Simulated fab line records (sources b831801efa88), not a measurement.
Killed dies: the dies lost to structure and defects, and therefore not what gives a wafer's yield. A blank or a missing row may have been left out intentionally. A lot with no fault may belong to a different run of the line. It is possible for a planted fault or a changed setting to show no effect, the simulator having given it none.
A lot that was struck, set against a sound lot    flow gf180mcu    16 steps out of a route of 602
Sound: the wafers L571.1, L571.4, L571.5. Wafers L577.1, L577.3, L577.6 were the ones struck. The cause comes at the end.
Order at every step that has rows: each side's tool, ch and its chambers, its first start. Under that, the readings that differ: sound wafers    struck wafers    difference of the means    sigmas: that difference in standard deviations of wafers without a fault.
alike: a reading whose means differ by less than 2 such deviations, as well as words and numbers matching on both sides. not compared: withheld readings; readings where some wafer has no value; bounds like >300 that might hide an equal value; numbers whose values overlap and for which the record gives no deviation.
The two part at a step that has a row with sigmas, a row that says differs or no value, or rows on one side only. Numbers that don't overlap but have no deviation are shown without sigmas and don't part them. Lack of a reading on every wafer of one side parts them only where that side has two or more wafers.

GF_STI_BOW_MEAS_00:
  struck on film_metro-02, day 6 00:00; sound on film_metro-02, day 4 18:00
  alike: INCOMING_BOW
then, 1 step without rows for these wafers: GF_STI_OXIDATION_01 (stabilise 600 s, purge 300 s, target thk 10 nm).
GF_STI_THK_MEAS_02:
  struck on film_metro-04, day 6 01:54; sound on film_metro-04, day 4 19:31
  alike: STI_OXIDATION_THK
then, 1 step without rows for these wafers: GF_STI_CVD_03 (deposits Si3N4 from DCS/NH3, target thk 207.16 nm, time 3551 s).
GF_STI_THK_MEAS_04:
  struck on film_metro-04, day 6 04:56; sound on film_metro-02, day 4 21:34
  alike: STI_CVD_03_THK
then, 3 steps without rows for these wafers: GF_STI_DEHYDRATE_05 (time 60 s); GF_STI_HMDS_06 (prime time 60 s); GF_STI_COAT_07 (resist thk 700 nm).
GF_STI_SOFTBAKE_08: time 60 s.
  sound on litho_track-02 ch 0, day 5 04:13; struck on litho_track-02 ch 0, day 6 12:13
reading                   sound                 struck                difference  sigmas
heater_power_total_W (W)  93.07 93.18 93.09     92.24 92.51 92.25     -0.78       -12
plate_temp_C (C)          129.78 129.86 129.68  129.12 129.06 129.03  -0.70       -5
then, 3 steps without rows for these wafers: GF_STI_EXPOSE_09 (exposes mask COMP, target cd 220 nm); GF_STI_PEB_10 (peb time 90 s); GF_STI_DEVELOP_11 (develop time 60 s).
GF_STI_CD_MEAS_12: the cd target is 220 nm.
  struck on cd_sem-01, day 6 19:41; sound on cd_sem-01, day 5 11:19
  alike: cd_nm
GF_STI_ETCH_13: etches the open film in CHF3/O2, stops on Si, target depth 282.31 nm, time 112.9 s.
  sound on rie_diel-04 ch 1,2,3, day 5 11:26; struck on rie_diel-01 ch 2,3, day 6 19:48
reading                 sound              struck             difference  sigmas
throttle_valve_pct (%)  8.784 8.809 8.802  8.823 8.823 8.807  +0.019      +2
  alike: bias_w, chf3_flow_sccm, drypump_motor_current_A, oes_product_au
  not compared: rf_hours_counter_h, model.STI.cd_nm
GF_STI_ETCH_14: etches Si in HBr/Cl2/O2, target depth 360 nm, time 102.9 s.
  sound on rie_si-02 ch 0,1, day 5 11:31; struck on rie_si-02 ch 0,1,2, day 6 19:53
  alike: HBr_flow_sccm, bias_w, drypump_motor_current_A, mfc_cl2_sccm, oes_product_au, throttle_valve_pct
  not compared: rf_hours_counter_h
-- the record jumps here: 28 days lie between the struck wafers' starts before and after (it left off in module STI and takes up again in module PASSIVATION, whose first step shown is number 602 of the route) --
GF_PASSIVATION_PROBE_99:
  rows exist in the record for the struck wafers here (prober-01, day 34 19:40), but not for the sound ones

WHERE THEY PART
At GF_STI_SOFTBAKE_08 first; at GF_PASSIVATION_PROBE_99 last (within this record only).

WHY: what had been put in by the simulator
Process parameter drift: litho_track-02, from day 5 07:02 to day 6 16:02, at GF_STI_SOFTBAKE_08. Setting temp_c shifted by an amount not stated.
